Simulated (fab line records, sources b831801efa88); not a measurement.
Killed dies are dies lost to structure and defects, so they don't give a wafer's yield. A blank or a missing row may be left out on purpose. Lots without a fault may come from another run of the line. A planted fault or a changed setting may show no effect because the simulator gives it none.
Problem report in the 8D (eight disciplines) form, filled by code | flow sky130 | the parts of the form that need people (team, actions taken, sign-off) are left out

1. THE PROBLEM
spike_tc_upper_C at SKY_SONOS_ONO_OXIDATION_00 reads a mean of 765.7 C on 6 wafers of 2 lots; wafers without a fault read 799.4 C with a standard deviation of 1.1. That is -31 standard deviations from the usual mean.
The step: stabilise 600 s, purge 300 s, target thk 2.6 nm.
First seen on wafer L535.2, day 16 07:13, on furnace-02. The record holds 39 wafers of 13 lots with a number at this step. Rule for "out", or "out of limits": more than 4 standard deviations from the usual mean. The other wafers with a number count as sound.

2. WHAT IT IS AND WHAT IT IS NOT
question                    | is                                     | is not
which readings at this step | spike_tc_upper_C, zone_power_upper_pct | ramp_up_c_per_min
which lots                  | L535, L538                             | L521, L522, L523, L524, L525, L526, L527, L528, L529, L539, L543
which wafers of those lots  | all that have a number                 | -
read on which tools         | furnace-02                             | furnace-01
when                        | from day 16 07:13                      | up to then (27 sound wafers); but 6 sound wafers of L539, L543 came after

3. SUSPECTS, AND WHAT RULES EACH OUT
Counting: a tool at a process step up to the reading stays a suspect if it ran every lot that is out and no sound lot after the first of them.
- furnace-02 at SKY_SONOS_ONO_OXIDATION_00 (stabilise 600 s, purge 300 s, target thk 2.6 nm): kept. It ran every lot that is out, first L535 (day 16 07:13), and no sound lot after that; its last sound lot up to then is L528 (day 14 09:47). Its own readings are out on those wafers: spike_tc_upper_C, zone_power_upper_pct.
Left after counting: furnace-02 at SKY_SONOS_ONO_OXIDATION_00.

4. THE CAUSE (what the simulator had put in)
Process parameter drift: furnace-02, from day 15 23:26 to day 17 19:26, at SKY_SONOS_ONO_OXIDATION_00. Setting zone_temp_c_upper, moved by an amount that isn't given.
Counting left only this tool.

5. THE CHAIN OF EFFECTS, in route order
Each row: a reading whose mean over the struck wafers that have a number lies more than 3 standard deviations from the usual. Only readings for which the record gives a usual standard deviation are gone through. hours: the time from each lot's start at the first step in this table that gives one to its start at this step, as a median over the lots. sigmas: the change in usual standard deviations.
hours | step                       | reading              | usual   | on struck wafers | change | sigmas
0     | SKY_SONOS_ONO_OXIDATION_00 | spike_tc_centre_C    | 800.0 C | 804.0            | +4.0   | +3.3
0     | SKY_SONOS_ONO_OXIDATION_00 | spike_tc_upper_C     | 799.4 C | 765.7            | -33.7  | -31
0     | SKY_SONOS_ONO_OXIDATION_00 | zone_power_upper_pct | 13.8 %  | 3.4              | -10.4  | -20
The process steps in it:
- SKY_SONOS_ONO_OXIDATION_00: stabilise 600 s, purge 300 s, target thk 2.6 nm.

6. WHAT WOULD HAVE CAUGHT IT SOONER
In this record the first reading out of limits was taken at day 16 07:13, 8 hours after the fault began at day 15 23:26.
